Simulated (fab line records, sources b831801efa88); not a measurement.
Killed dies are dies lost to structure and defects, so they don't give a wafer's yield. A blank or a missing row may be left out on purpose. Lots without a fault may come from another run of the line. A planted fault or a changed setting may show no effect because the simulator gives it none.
Chamber matching | flow sky130 | SKY_FIELD_ISO_CMP_27 on cmp-01: 4 sister chambers
The step polishes, stops on Si3N4, t overpolish 16 s, target thk 457.8 nm. 4 wafers are shown with their chamber, then 6 later ones without.

WAFERS WITH THEIR CHAMBER
wafer  | chamber | motor_current_A (A)
L367.3 | 3       | 14.1
L368.2 | 1       | 13.5
L368.3 | 2       | 10.3
L368.5 | 0       | 10.8

WAFERS WITHOUT THEIR CHAMBER
wafer  | motor_current_A (A)
L369.2 | 10.7
L369.4 | 10.2
L369.5 | 13.4
L373.1 | 13.6
L373.3 | 10.8
L373.4 | 13.0

WHICH CHAMBER EACH WENT THROUGH
wafer  | from the rows above     | in truth
L369.2 | can't be placed: 0 or 2 | 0
L369.4 | 2                       | 2
L369.5 | 1                       | 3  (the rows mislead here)
L373.1 | can't be placed: 1 or 3 | 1
L373.3 | 0                       | 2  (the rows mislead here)
L373.4 | 1                       | 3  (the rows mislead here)
Placed correctly: 1 of 6. Can't be placed from these rows: 2 (the true chamber is among the candidates in 2). Placed wrongly: 3.
How it was worked out, from the rows above alone: a wafer's distance from a chamber is the root of the sum, over the readings, of the square of ((its reading less the chamber's mean) divided by the reading's scatter). The wafer belongs to the nearest chamber; if the next one is less than 2 further off, it can't be placed. A chamber's mean is the mean of its shown wafers. The scatter: with one shown wafer a chamber, the root of the mean of the squares of how far each hidden wafer lies from its nearest shown one.
